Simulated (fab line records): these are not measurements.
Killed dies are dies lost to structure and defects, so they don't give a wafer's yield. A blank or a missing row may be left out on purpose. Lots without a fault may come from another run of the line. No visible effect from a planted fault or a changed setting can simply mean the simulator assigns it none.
What tool caused it? || flow sky130 || route of 708 steps, sampled at 1 step: 15 lots, 43 wafers

WHAT THE GAUGES READ, wafer by wafer
Not one reading of a measure or inspect step in the record can be checked against a usual standard deviation.

WHAT TOOL EACH LOT RAN ON (gives the tool, then ch and the chambers of the sampled wafers, and finally the start)
{"lot": "L765", "SKY_VT_ADJUST_NCORE_SOFTBAKE_03": "litho_track-03 ch 0, day 8 05:27"}
{"lot": "L766", "SKY_VT_ADJUST_NCORE_SOFTBAKE_03": "litho_track-03 ch 0, day 8 11:10"}
{"lot": "L767", "SKY_VT_ADJUST_NCORE_SOFTBAKE_03": "litho_track-01 ch 0, day 8 16:17"}
{"lot": "L769", "SKY_VT_ADJUST_NCORE_SOFTBAKE_03": "litho_track-03 ch 0, day 9 06:31"}
{"lot": "L770", "SKY_VT_ADJUST_NCORE_SOFTBAKE_03": "litho_track-02 ch 0, day 9 13:23"}
{"lot": "L771", "SKY_VT_ADJUST_NCORE_SOFTBAKE_03": "litho_track-02 ch 0, day 9 22:04"}
{"lot": "L772", "SKY_VT_ADJUST_NCORE_SOFTBAKE_03": "litho_track-02 ch 0, day 10 02:43"}
{"lot": "L773", "SKY_VT_ADJUST_NCORE_SOFTBAKE_03": "litho_track-01 ch 0, day 10 08:17"}
{"lot": "L778", "SKY_VT_ADJUST_NCORE_SOFTBAKE_03": "litho_track-02 ch 0, day 12 02:13"}
{"lot": "L781", "SKY_VT_ADJUST_NCORE_SOFTBAKE_03": "litho_track-03 ch 0, day 12 18:40"}
{"lot": "L783", "SKY_VT_ADJUST_NCORE_SOFTBAKE_03": "litho_track-03 ch 0, day 13 08:22"}
{"lot": "L784", "SKY_VT_ADJUST_NCORE_SOFTBAKE_03": "litho_track-03 ch 0, day 13 17:55"}
{"lot": "L786", "SKY_VT_ADJUST_NCORE_SOFTBAKE_03": "litho_track-02 ch 0, day 14 02:40"}
{"lot": "L787", "SKY_VT_ADJUST_NCORE_SOFTBAKE_03": "litho_track-01 ch 0, day 14 12:38"}
{"lot": "L788", "SKY_VT_ADJUST_NCORE_SOFTBAKE_03": "litho_track-01 ch 0, day 14 19:56"}
- SKY_VT_ADJUST_NCORE_SOFTBAKE_03: time 60 s.

WHAT THE TOOLS THEMSELVES READ (means of the sampled wafers that have a number; where no wafer has one, the mark that the record gives instead)
SKY_VT_ADJUST_NCORE_SOFTBAKE_03. Usual: heater_power_total_W 56.59 W, standard deviation 0.047; run_length_s 89.02 s, standard deviation 0.13.
{"lot": "L765", "tool": "litho_track-03", "heater_power_total_W (W)": 56.58, "run_length_s (s)": 89.05, "flag": ""}
{"lot": "L766", "tool": "litho_track-03", "heater_power_total_W (W)": 56.62, "run_length_s (s)": 89.19, "flag": ""}
{"lot": "L767", "tool": "litho_track-01", "heater_power_total_W (W)": 56.59, "run_length_s (s)": 88.92, "flag": ""}
{"lot": "L769", "tool": "litho_track-03", "heater_power_total_W (W)": 56.55, "run_length_s (s)": 89.03, "flag": ""}
{"lot": "L770", "tool": "litho_track-02", "heater_power_total_W (W)": 56.64, "run_length_s (s)": 89.04, "flag": ""}
{"lot": "L771", "tool": "litho_track-02", "heater_power_total_W (W)": 56.57, "run_length_s (s)": 89.11, "flag": ""}
{"lot": "L772", "tool": "litho_track-02", "heater_power_total_W (W)": 56.63, "run_length_s (s)": 89.07, "flag": ""}
{"lot": "L773", "tool": "litho_track-01", "heater_power_total_W (W)": 56.53, "run_length_s (s)": 88.98, "flag": ""}
{"lot": "L778", "tool": "litho_track-02", "heater_power_total_W (W)": 56.55, "run_length_s (s)": 88.96, "flag": ""}
{"lot": "L781", "tool": "litho_track-03", "heater_power_total_W (W)": 58.47, "run_length_s (s)": 84.12, "flag": "OFF"}
{"lot": "L783", "tool": "litho_track-03", "heater_power_total_W (W)": 62.26, "run_length_s (s)": 74.50, "flag": "OFF"}
{"lot": "L784", "tool": "litho_track-03", "heater_power_total_W (W)": 59.37, "run_length_s (s)": 81.66, "flag": "OFF"}
{"lot": "L786", "tool": "litho_track-02", "heater_power_total_W (W)": 56.60, "run_length_s (s)": 89.10, "flag": ""}
{"lot": "L787", "tool": "litho_track-01", "heater_power_total_W (W)": 56.56, "run_length_s (s)": 88.96, "flag": ""}
{"lot": "L788", "tool": "litho_track-01", "heater_power_total_W (W)": 56.63, "run_length_s (s)": 88.93, "flag": ""}

THE ANSWER, worked out from the rows above alone
Rule: lot off if the mean of its wafers having a number is beyond 3 standard deviations from the usual mean. A lot without any number at a reading at which 4 lots or more have one is off too. The other lots that the step has rows for count as sound. Order of review: gauges by route order, followed by the tools' own readings, for which a lot's mean as printed above is used. At the first step where some lot is off, the reading lying furthest off is the one used; lots without a number count as furthest.
Off at SKY_VT_ADJUST_NCORE_SOFTBAKE_03 (heater_power_total_W): L781, L783, L784.
A tool fits if, at that step or a process step before it, it ran every lot that is off, and no sound lot after the first of them. One fits: SKY_VT_ADJUST_NCORE_SOFTBAKE_03 on litho_track-03. Its last sound lot is L769 (day 9 06:31), its first lot that is off L781 (day 12 18:40): a fault that began between those two fits.
The tool's own readings at SKY_VT_ADJUST_NCORE_SOFTBAKE_03 bear it out: on the lots that are off they differ by more than 5 times the standard deviation of the sound lots' means. heater_power_total_W reads 60.03 W there against 56.59 W on the sound lots; run_length_s reads 80.09 s there against 89.03 s on the sound lots.

WHAT HAD BEEN PUT IN BY THE SIMULATOR
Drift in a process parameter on litho_track-03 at SKY_VT_ADJUST_NCORE_SOFTBAKE_03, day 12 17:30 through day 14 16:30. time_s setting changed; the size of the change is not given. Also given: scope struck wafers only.
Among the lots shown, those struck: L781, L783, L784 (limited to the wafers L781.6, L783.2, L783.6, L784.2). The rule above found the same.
